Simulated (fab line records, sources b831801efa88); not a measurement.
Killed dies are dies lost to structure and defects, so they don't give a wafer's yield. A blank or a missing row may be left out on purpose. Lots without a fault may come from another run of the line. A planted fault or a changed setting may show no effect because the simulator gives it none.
Which tool did it? | flow gf180mcu | 12 lots, 36 wafers sampled, at 7 steps of a route of 602

WHAT THE GAUGES READ, wafer by wafer
GF_HV_LDD_CD_MEAS_19: target cd 400 nm. Usual: cd_nm 400.2 nm, standard deviation 2.3.
lot  | measured     | on        | cd_nm (nm)        | flag
L711 | day 11 13:01 | cd_sem-02 | 402.1 402.3 402.5 |
L713 | day 12 02:32 | cd_sem-01 | 400.0 399.7 400.7 |
L717 | day 13 08:35 | cd_sem-01 | - - -             | OFF
L720 | day 14 06:21 | cd_sem-01 | 399.2 398.9 401.1 |
L721 | day 14 15:10 | cd_sem-02 | 399.8 401.5 399.4 |
L724 | day 15 16:33 | cd_sem-01 | 404.7 402.5 402.7 |
L726 | day 16 06:24 | cd_sem-01 | 402.3 402.5 403.2 |
L727 | day 16 17:48 | cd_sem-02 | 397.6 397.7 396.1 |
L729 | day 17 04:05 | cd_sem-02 | 397.6 396.6 398.1 |
L730 | day 17 08:46 | cd_sem-02 | 401.7 402.3 401.8 |
L731 | day 17 17:45 | cd_sem-02 | 400.5 399.8 401.1 |
L732 | day 17 23:19 | cd_sem-02 | 398.6 397.5 399.9 |

GF_HV_LDD_TW_MEAS_23. Usual: HV_LDD_2_TW 1054, standard deviation 8.9.
lot  | measured     | on            | HV_LDD_2_TW    | flag
L711 | day 11 13:25 | film_metro-01 | 1060 1056 1057 |
L713 | day 12 02:56 | film_metro-01 | 1074 1070 1069 |
L717 | day 13 08:59 | film_metro-04 | 30 30 30       | OFF
L720 | day 14 06:46 | film_metro-02 | 1050 1048 1052 |
L721 | day 14 15:34 | film_metro-02 | 1044 1048 1045 |
L724 | day 15 16:58 | film_metro-04 | 1038 1035 1033 |
L726 | day 16 06:49 | film_metro-01 | 1058 1056 1060 |
L727 | day 16 18:13 | film_metro-02 | 1058 1051 1049 |
L729 | day 17 04:29 | film_metro-01 | 1058 1060 1060 |
L730 | day 17 09:10 | film_metro-01 | 1057 1052 1052 |
L731 | day 17 18:10 | film_metro-01 | 1055 1057 1057 |
L732 | day 17 23:42 | film_metro-02 | 1052 1050 1054 |

GF_HV_LDD_TW_MEAS_50. Usual: HV_LDD_4_TW 569, standard deviation 4.7.
lot  | measured     | on            | HV_LDD_4_TW    | flag
L711 | day 13 04:19 | film_metro-01 | 573 574 574    |
L713 | day 13 18:18 | film_metro-02 | 571 573 572    |
L717 | day 15 02:41 | film_metro-01 | 1111 1108 1114 | OFF
L720 | day 16 02:40 | film_metro-01 | 577 572 572    |
L721 | day 16 12:28 | film_metro-01 | 574 570 574    |
L724 | day 17 15:19 | film_metro-01 | 570 568 570    |
L726 | day 18 06:26 | film_metro-02 | 563 562 561    |
L727 | day 18 17:49 | film_metro-02 | 563 567 562    |
L729 | day 19 04:29 | film_metro-02 | 566 562 566    |
L730 | day 19 08:04 | film_metro-02 | 568 570 569    |
L731 | day 19 21:25 | film_metro-04 | 564 562 563    |
L732 | day 20 00:50 | film_metro-04 | 562 564 563    |

GF_SAB_OVL_MEAS_10. Usual: SAB_OVL 0.0 nm, standard deviation 1.4.
lot  | measured     | on         | SAB_OVL (nm)   | flag
L711 | day 16 02:41 | overlay-01 | 2.2 0.5 0.9    |
L713 | day 16 13:44 | overlay-01 | 0.0 -1.3 -2.1  |
L720 | day 19 05:37 | overlay-02 | -1.4 1.9 1.7   |
L721 | day 19 13:56 | overlay-01 | 1.3 -0.1 -0.8  |
L724 | day 20 18:12 | overlay-02 | -0.5 0.8 1.0   |
L726 | day 21 08:20 | overlay-02 | 0.2 -0.9 -0.7  |
L727 | day 21 22:06 | overlay-01 | 0.1 1.3 0.3    |
L729 | day 22 07:41 | overlay-01 | -0.5 0.1 1.1   |
L730 | day 22 11:33 | overlay-01 | -0.3 1.0 -0.1  |
L731 | day 23 01:35 | overlay-01 | -0.3 -1.0 -1.5 |
L732 | day 23 03:22 | overlay-02 | 1.6 2.2 3.1    |

GF_M1_THK_MEAS_06: measures by xrf. Usual: M1_ALCU_THK 445 nm, standard deviation 5.8.
lot  | measured     | on            | M1_ALCU_THK (nm) | flag
L711 | day 17 04:19 | film_metro-04 | 441 443 446      |
L713 | day 17 16:35 | film_metro-02 | 444 443 447      |
L720 | day 20 08:51 | film_metro-03 | 443 447 443      |
L721 | day 20 17:11 | film_metro-04 | 450 454 453      |
L724 | day 21 21:27 | film_metro-03 | 445 443 447      |
L726 | day 22 10:46 | film_metro-04 | 453 451 451      |
L727 | day 23 00:38 | film_metro-02 | 441 438 444      |
L729 | day 23 09:44 | film_metro-02 | 444 446 447      |
L730 | day 23 13:59 | film_metro-02 | 455 452 453      |
L731 | day 24 03:28 | film_metro-03 | 452 455 457      |
L732 | day 24 05:23 | film_metro-04 | 446 443 442      |

WHICH TOOL RAN EACH LOT (tool, then ch and the chambers of the sampled wafers, then the start)
lot  | GF_DNWELL_STRIP_08                  | GF_HV_LDD_EXPOSE_16
L711 | plasma_asher-04 ch 0,1, day 3 05:04 | iline_stepper-01 ch 0, day 11 03:35
L713 | plasma_asher-04 ch 0,1, day 3 16:08 | iline_stepper-02 ch 0, day 11 17:32
L717 | plasma_asher-04 ch 0,1, day 4 13:04 | iline_stepper-01 ch 0, day 12 23:01
L720 | plasma_asher-02 ch 0,1, day 5 05:22 | iline_stepper-01 ch 0, day 13 20:28
L721 | plasma_asher-04 ch 0,1, day 5 10:22 | iline_stepper-01 ch 0, day 14 04:46
L724 | plasma_asher-04 ch 0,1, day 6 01:52 | iline_stepper-01 ch 0, day 15 06:02
L726 | plasma_asher-02 ch 0,1, day 6 13:34 | iline_stepper-02 ch 0, day 15 19:00
L727 | plasma_asher-04 ch 1, day 6 19:55   | iline_stepper-01 ch 0, day 16 06:29
L729 | plasma_asher-04 ch 0,1, day 7 05:04 | iline_stepper-02 ch 0, day 16 16:10
L730 | plasma_asher-02 ch 0,1, day 7 10:26 | iline_stepper-02 ch 0, day 16 21:12
L731 | plasma_asher-04 ch 0,1, day 7 15:19 | iline_stepper-01 ch 0, day 17 06:07
L732 | plasma_asher-02 ch 0,1, day 7 20:49 | iline_stepper-01 ch 0, day 17 11:35
- GF_DNWELL_STRIP_08: strips in O2/N2.
- GF_HV_LDD_EXPOSE_16: exposes mask Pplus LV AREA, target cd 400 nm.

WHAT THE TOOLS THEMSELVES READ (means of the sampled wafers that have a number; where no wafer has one, the mark that the record gives instead)
GF_DNWELL_STRIP_08. Usual: drypump_motor_current_A 5.71 A, standard deviation 0.18; heater_power_w 346 W, standard deviation 13; oes_product_au 0.722 a.u., standard deviation 0.0044; strip_time_to_endpoint_s 36.96 s, standard deviation 0.11.
lot  | tool            | drypump_motor_current_A (A) | heater_power_w (W) | oes_product_au (a.u.) | strip_time_to_endpoint_s (s) | flag
L711 | plasma_asher-04 | 5.80                        | 356                | 0.718                 | 36.97                        |
L713 | plasma_asher-04 | 5.78                        | 347                | 0.726                 | 36.68                        |
L717 | plasma_asher-04 | 5.78                        | 348                | 0.721                 | 37.10                        |
L720 | plasma_asher-02 | 5.70                        | 351                | 0.721                 | 36.95                        |
L721 | plasma_asher-04 | 5.80                        | 350                | 0.725                 | 36.96                        |
L724 | plasma_asher-04 | 5.78                        | 346                | 0.727                 | 37.04                        |
L726 | plasma_asher-02 | 5.61                        | 344                | 0.725                 | 36.89                        |
L727 | plasma_asher-04 | 5.74                        | 341                | 0.724                 | 37.12                        |
L729 | plasma_asher-04 | 5.80                        | 350                | 0.722                 | 36.87                        |
L730 | plasma_asher-02 | 5.71                        | 344                | 0.720                 | 37.01                        |
L731 | plasma_asher-04 | 5.80                        | 359                | 0.721                 | 36.95                        |
L732 | plasma_asher-02 | 5.71                        | 348                | 0.724                 | 36.91                        |

THE ANSWER, worked out from the rows above alone
Rule: a lot is off if the mean of its wafers that have a number lies more than 3 standard deviations from the usual mean. A lot without any number at a reading at which 4 lots or more have one is off too. The other lots that the step has rows for count as sound. The gauges are gone through in route order, then the tools' own readings, and for those a lot's mean is taken as printed above. The first step at which some lot is off is used, and at that step the reading that is off furthest; a lot without a number counts as furthest.
Off: L717, at GF_HV_LDD_CD_MEAS_19 (cd_nm). Without a number there: L717.
A tool fits if, at a process step before that reading, it ran every lot that is off, and no sound lot after the first of them. The gauges at GF_HV_LDD_CD_MEAS_19 aren't tried: what is off there is off at GF_HV_LDD_TW_MEAS_23 too, on other tools, and a gauge's error can't cause that. None of those tried fits.

WHAT THE SIMULATOR HAD PUT IN
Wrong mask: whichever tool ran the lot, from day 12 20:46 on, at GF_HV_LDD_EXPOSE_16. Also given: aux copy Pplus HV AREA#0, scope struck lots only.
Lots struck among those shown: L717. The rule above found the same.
